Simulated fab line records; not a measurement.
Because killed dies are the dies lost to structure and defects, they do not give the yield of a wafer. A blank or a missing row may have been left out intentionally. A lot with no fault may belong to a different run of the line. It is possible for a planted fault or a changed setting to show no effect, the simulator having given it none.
A lot that was struck, set against a sound lot    flow sky130    17 out of 708 route steps
Sound: these wafers, L322.1, L322.2, L322.3. Struck: wafer L333.1 (L333.4, L333.6, from the same lot, were not struck and are left out); the cause is given at the end.
Order at every step that has rows: each side's tool, ch and its chambers, its first start. Under that, the readings that differ: sound wafers    struck wafers    difference of the means    sigmas: that difference in standard deviations of wafers without a fault.
alike: readings with means less than 2 such deviations apart, plus words and numbers identical on both sides. not compared: withheld readings, readings lacking a value on some wafer, bounds such as >300 that could conceal the same value, and numbers that have no deviation in the record and whose values overlap.
Wherever a step has rows on one side only, a row that says differs or no value, or a row with sigmas, the two part there. Numbers that have no deviation but don't overlap get no sigmas and don't part them. A reading that every wafer of one side lacks parts them only if that side has two wafers or more.

first, 3 steps without rows for these wafers: SKY_LI_CONTACT_EXPOSE_09 (exposes mask LICM1, target cd 170 nm); SKY_LI_CONTACT_PEB_10; SKY_LI_CONTACT_DEVELOP_11 (develop time 60 s).
SKY_LI_CONTACT_CD_MEAS_12: target cd 170 nm.
  sound on cd_sem-01, day 32 11:30; struck on cd_sem-02, day 36 03:21
reading     sound              struck  difference  sigmas
cd_nm (nm)  170.8 170.7 169.5  167.3   -3.0        -2
SKY_LI_CONTACT_OVL_MEAS_13:
  sound on overlay-02, day 32 11:37; struck on overlay-01, day 36 03:28
  alike: LI_CONTACT_OVL
SKY_LI_CONTACT_ETCH_14: etches BARC in N2/H2, stops on SiO2, time 45.9 s, target depth 60 nm.
  sound on rie_diel-02 ch 0,1,3, day 32 11:39; struck on rie_diel-03 ch 1, day 36 03:30
reading                 sound                 struck  difference  sigmas
throttle_valve_pct (%)  13.221 13.233 13.214  13.242  +0.019      +2
  alike: chamber_pressure_mTorr, drypump_motor_current_A, oes_product_au
  not compared: rf_hours_counter_h
SKY_LI_CONTACT_ETCH_15: etches PSG in C4F8/O2/Ar, stops on Si, target depth 600 nm.
  sound on rie_diel-02 ch 0,1,3, day 32 11:42; struck on rie_diel-03 ch 1, day 36 03:33
  alike: chamber_pressure_mTorr, oes_product_au
then, 3 steps without rows for these wafers: SKY_LI_CONTACT_STRIP_16 (strips in O2/N2); SKY_LI_CONTACT_CLEAN_17 (cleans in NMP, time 600 s); SKY_LI_CONTACT_PRE_CLEAN_18 (time 5.6 s).
SKY_LI_CONTACT_SPUTTER_19: material Ti, target thk 20 nm, time 106.37 s.
  sound on pvd_sputter-03, day 32 12:05; struck on pvd_sputter-04, day 36 04:06
  alike: throttle_valve_pct
SKY_LI_CONTACT_SPUTTER_20: material TiN, target thk 20 nm, time 80 s.
  sound on pvd_sputter-03, day 32 12:09; struck on pvd_sputter-04, day 36 04:11
  alike: throttle_valve_pct
SKY_LI_CONTACT_CVD_21: deposits W, target thk 400 nm, time 120.56 s.
  sound on cvd_w-01 ch 0,1, day 32 12:13; struck on cvd_w-02 ch 0, day 36 04:14
reading                                   sound                 struck  difference  sigmas
susceptor_temp_C (C)                      399.86 399.99 399.70  404.01  +4.16       +18
model.W_of_LI_CONTACT_CVD_21.thk_nm (nm)  410.4 405.8 409.7     427.6   +19.0       
  alike: heater_power_w
SKY_LI_CONTACT_RS_MEAS_22: uses a four-point probe to measure.
  sound on film_metro-03, day 32 12:20; struck on film_metro-03, day 36 04:22
reading                   sound              struck  difference  sigmas
LI_CONTACT_W_RS (ohm/sq)  0.278 0.281 0.278  0.267   -0.012      -3
SKY_LI_CONTACT_THK_MEAS_23: measures by xrf.
  sound on film_metro-03, day 32 12:28; struck on film_metro-03, day 36 04:29
reading                sound        struck  difference  sigmas
LI_CONTACT_W_THK (nm)  408 403 403  432     +27         +4
SKY_LI_CONTACT_CMP_24: polishes, stops on PSG, t overpolish 20 s, target thk 0 nm.
  sound on cmp-01 ch 1,2,3, day 32 12:46; struck on cmp-01 ch 1, day 36 04:38
reading             sound              struck  difference  sigmas
slurry_flow_ml_min  149.5 149.6 149.1  150.4   +1.0        +2
  alike: motor_current_A
following that, these wafers have no rows for 1 step: SKY_PAD_OPEN_PROBE_99.

WHERE THEY PART
Earliest at SKY_LI_CONTACT_CD_MEAS_12; latest, in this record, at SKY_LI_CONTACT_CMP_24.

WHY: what had been put in by the simulator
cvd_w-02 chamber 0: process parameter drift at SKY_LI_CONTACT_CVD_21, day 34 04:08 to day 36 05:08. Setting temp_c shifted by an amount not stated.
